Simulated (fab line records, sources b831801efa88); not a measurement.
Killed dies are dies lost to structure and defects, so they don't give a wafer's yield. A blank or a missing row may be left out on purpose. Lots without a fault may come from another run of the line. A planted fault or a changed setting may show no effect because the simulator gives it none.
Which tool did it? | flow gf180mcu | 14 lots, 39 wafers sampled, at 6 steps of a route of 602

WHAT THE GAUGES READ, wafer by wafer
GF_HV_LDD_OVL_MEAS_32.
lot  | measured     | on         | HV_LDD_02_OVL (nm)
L595 | day 11 13:34 | overlay-02 | 1.2 1.9 -0.1
L596 | day 11 23:11 | overlay-02 | -1.9 -1.0 -0.1
L597 | day 12 04:30 | overlay-01 | 0.5 1.1 -1.6
L598 | day 12 11:01 | overlay-01 | -0.6 0.4 0.7
L599 | day 12 17:06 | overlay-02 | -1.0 1.4 0.0
L600 | day 13 06:37 | overlay-01 | -1.1 -1.1 -1.7
L601 | day 13 08:25 | overlay-02 | -0.1 -0.6 -1.1
L602 | day 13 16:13 | overlay-01 | 0.5 -1.3 -0.7
L603 | day 13 21:46 | overlay-02 | 1.9 1.2 -0.4
L604 | day 14 09:23 | overlay-02 | 1.7 1.0 0.8
L607 | day 15 09:55 | overlay-01 | -1.9 -0.3
L610 | day 16 09:46 | overlay-02 | 1.3 1.5
L612 | day 17 01:16 | overlay-02 | -0.2 2.0
L615 | day 18 06:08 | overlay-01 | 0.9 -0.9 -0.3

GF_PSD_CD_MEAS_07: target cd 400 nm.
lot  | measured     | on        | cd_nm (nm)
L595 | day 14 05:07 | cd_sem-01 | 401.2 400.8 400.1
L596 | day 14 15:02 | cd_sem-02 | 396.3 394.1 393.4
L597 | day 14 21:14 | cd_sem-02 | 402.5 403.1 403.2
L598 | day 15 03:55 | cd_sem-01 | 400.0 399.2 398.6
L599 | day 15 10:23 | cd_sem-02 | 397.7 399.4 397.8
L600 | day 16 03:49 | cd_sem-02 | 399.4 399.3 398.4
L601 | day 16 03:59 | cd_sem-02 | 398.7 399.7 398.5
L602 | day 16 13:43 | cd_sem-01 | 399.5 398.8 400.8
L603 | day 16 18:35 | cd_sem-01 | 399.4 399.9 398.4
L604 | day 17 07:11 | cd_sem-02 | 399.1 400.5 397.8
L607 | day 18 10:04 | cd_sem-02 | 402.5 402.1
L610 | day 19 12:32 | cd_sem-01 | 397.6 400.4
L612 | day 20 03:36 | cd_sem-02 | 398.9 399.2
L615 | day 21 11:01 | cd_sem-01 | 398.5 400.2 401.8

GF_PSD_RS_MEAS_14: measures by four-point-probe.
lot  | measured     | on            | NSD_RS (ohm/sq)
L595 | day 14 05:43 | film_metro-02 | 46.18 46.29 46.22
L596 | day 14 15:38 | film_metro-03 | 46.08 46.21 46.16
L597 | day 14 21:50 | film_metro-03 | 46.16 46.03 46.09
L598 | day 15 04:31 | film_metro-01 | 46.13 46.10 46.26
L599 | day 15 10:59 | film_metro-03 | 46.24 46.22 46.30
L600 | day 16 04:25 | film_metro-03 | 46.20 46.09 46.14
L601 | day 16 04:38 | film_metro-02 | 46.03 46.12 46.01
L602 | day 16 14:19 | film_metro-01 | 46.15 46.25 46.21
L603 | day 16 19:11 | film_metro-02 | 46.16 46.11 46.19
L604 | day 17 07:47 | film_metro-03 | 46.17 46.17 46.09
L607 | day 18 10:40 | film_metro-02 | 42.49 46.14
L610 | day 19 13:08 | film_metro-02 | 46.26 42.49
L612 | day 20 04:12 | film_metro-02 | 46.09 42.37
L615 | day 21 11:37 | film_metro-03 | 46.27 46.14 46.18

GF_PSD_RS_MEAS_15: measures by four-point-probe.
lot  | measured     | on            | PSD_RS (ohm/sq)
L595 | day 14 05:50 | film_metro-02 | 108.71 108.74 108.92
L596 | day 14 15:46 | film_metro-03 | 108.73 109.01 108.70
L597 | day 14 21:57 | film_metro-03 | 108.73 108.20 108.60
L598 | day 15 04:38 | film_metro-01 | 108.71 108.19 108.68
L599 | day 15 11:06 | film_metro-03 | 108.97 108.98 109.08
L600 | day 16 04:32 | film_metro-03 | 108.22 108.42 108.35
L601 | day 16 04:45 | film_metro-02 | 108.68 108.10 108.16
L602 | day 16 14:26 | film_metro-01 | 108.53 108.57 108.44
L603 | day 16 19:18 | film_metro-02 | 108.25 108.42 108.62
L604 | day 17 07:54 | film_metro-03 | 108.49 108.53 108.54
L607 | day 18 10:47 | film_metro-02 | 101.93 108.67
L610 | day 19 13:15 | film_metro-02 | 109.26 102.24
L612 | day 20 04:19 | film_metro-02 | 108.56 101.67
L615 | day 21 11:44 | film_metro-03 | 108.53 108.69 108.69

WHICH TOOL RAN EACH LOT (tool, then ch and the chambers of the sampled wafers, then the start)
lot  | GF_HV_LDD_RTA_52                 | GF_PSD_RTA_13
L595 | rtp_anneal-01 ch 0, day 12 10:06 | rtp_anneal-02 ch 0, day 14 05:38
L596 | rtp_anneal-02 ch 0, day 12 19:23 | rtp_anneal-01 ch 0, day 14 15:32
L597 | rtp_anneal-01 ch 0, day 13 01:25 | rtp_anneal-02 ch 0, day 14 21:45
L598 | rtp_anneal-02 ch 0, day 13 07:55 | rtp_anneal-02 ch 0, day 15 04:26
L599 | rtp_anneal-02 ch 0, day 13 13:57 | rtp_anneal-02 ch 0, day 15 10:53
L600 | rtp_anneal-02 ch 0, day 14 04:50 | rtp_anneal-02 ch 0, day 16 04:19
L601 | rtp_anneal-01 ch 0, day 14 05:24 | rtp_anneal-01 ch 0, day 16 04:32
L602 | rtp_anneal-02 ch 0, day 14 14:10 | rtp_anneal-01 ch 0, day 16 14:13
L603 | rtp_anneal-01 ch 0, day 14 19:37 | rtp_anneal-01 ch 0, day 16 19:05
L604 | rtp_anneal-02 ch 0, day 15 07:19 | rtp_anneal-02 ch 0, day 17 07:42
L607 | rtp_anneal-01 ch 0, day 16 08:52 | rtp_anneal-01 ch 0, day 18 10:34
L610 | rtp_anneal-01 ch 0, day 17 09:28 | rtp_anneal-01 ch 0, day 19 13:03
L612 | rtp_anneal-02 ch 0, day 18 01:37 | rtp_anneal-01 ch 0, day 20 04:07
L615 | rtp_anneal-01 ch 0, day 19 07:29 | rtp_anneal-02 ch 0, day 21 11:32
- GF_HV_LDD_RTA_52: time 10 s.
- GF_PSD_RTA_13: time 20 s.

WHAT THE TOOLS THEMSELVES READ (means of the sampled wafers that have a number; where no wafer has one, the mark that the record gives instead)
GF_HV_LDD_RTA_52.
lot  | tool          | lamp_power_pct (%) | wafer_temp_C_max
L595 | rtp_anneal-01 | 33.2               | 1006.3
L596 | rtp_anneal-02 | 38.9               | 1003.1
L597 | rtp_anneal-01 | 33.2               | 1006.1
L598 | rtp_anneal-02 | 39.0               | 1003.1
L599 | rtp_anneal-02 | 39.0               | 1002.9
L600 | rtp_anneal-02 | 38.9               | 1002.7
L601 | rtp_anneal-01 | 33.1               | 1006.1
L602 | rtp_anneal-02 | 39.0               | 1002.8
L603 | rtp_anneal-01 | 33.2               | 1005.6
L604 | rtp_anneal-02 | 38.9               | 1003.7
L607 | rtp_anneal-01 | 33.2               | 1005.9
L610 | rtp_anneal-01 | 33.2               | 1005.0
L612 | rtp_anneal-02 | 39.0               | 1003.3
L615 | rtp_anneal-01 | 33.1               | 1006.0

GF_PSD_RTA_13.
lot  | tool          | lamp_power_pct (%) | run_length_s (s) | wafer_temp_C_max
L595 | rtp_anneal-02 | 40                 | 49.2             | 1027.7
L596 | rtp_anneal-01 | 34                 | 48.8             | 1031.5
L597 | rtp_anneal-02 | 40                 | 49.1             | 1028.5
L598 | rtp_anneal-02 | 40                 | 49.1             | 1027.3
L599 | rtp_anneal-02 | 40                 | 49.1             | 1027.3
L600 | rtp_anneal-02 | 40                 | 49.1             | 1028.3
L601 | rtp_anneal-01 | 34                 | 48.6             | 1029.8
L602 | rtp_anneal-01 | 34                 | 48.7             | 1031.2
L603 | rtp_anneal-01 | 34                 | 48.5             | 1030.8
L604 | rtp_anneal-02 | 40                 | 49.2             | 1028.4
L607 | rtp_anneal-01 | 34                 | 58.5             | 1031.7
L610 | rtp_anneal-01 | 34                 | 58.8             | 1031.2
L612 | rtp_anneal-01 | 34                 | 58.7             | 1031.2
L615 | rtp_anneal-02 | 40                 | 49.3             | 1027.7

THE ANSWER, worked out from the rows above alone
Rule: what is usual is taken from the lots themselves. Put in order of their means at a reading, lots are off if they are a third of the lots or fewer, leave a main group of 4 or more, and stand apart from it by a gap of 3 or more times the standard deviation of the main group's means; of several such gaps the widest counts. A main group whose means are all the same, to the digits that the tables above print for the reading, isn't used. A lot without any number at a reading at which 4 lots or more have one is off too. The other lots that the step has rows for count as sound. The gauges are gone through in route order, then the tools' own readings, and for those a lot's mean is taken as printed above. The first step at which some lot is off is used, and at that step the reading that is off furthest; a lot without a number counts as furthest.
Off: L607, L610, L612, at GF_PSD_RS_MEAS_14 (NSD_RS). The main group: mean 46.16 ohm/sq, standard deviation 0.055.
A tool fits if, at a process step before that reading, it ran every lot that is off, and no sound lot after the first of them. The gauges at GF_PSD_RS_MEAS_14 aren't tried: what is off there is off at GF_PSD_RTA_13 too, on other tools, and a gauge's error can't cause that. One fits: rtp_anneal-01 at GF_PSD_RTA_13. Its last sound lot is L603 (day 16 19:05), its first lot that is off L607 (day 18 10:34): a fault that began between those two fits.
The tool's own readings at GF_PSD_RTA_13 bear it out: on the lots that are off they differ by more than 5 times the standard deviation of the sound lots' means. run_length_s reads 58.7 s there against 49.0 s on the sound lots.

WHAT THE SIMULATOR HAD PUT IN
Process parameter drift: rtp_anneal-01, from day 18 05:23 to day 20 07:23, at GF_PSD_RTA_13. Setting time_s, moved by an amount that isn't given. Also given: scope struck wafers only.
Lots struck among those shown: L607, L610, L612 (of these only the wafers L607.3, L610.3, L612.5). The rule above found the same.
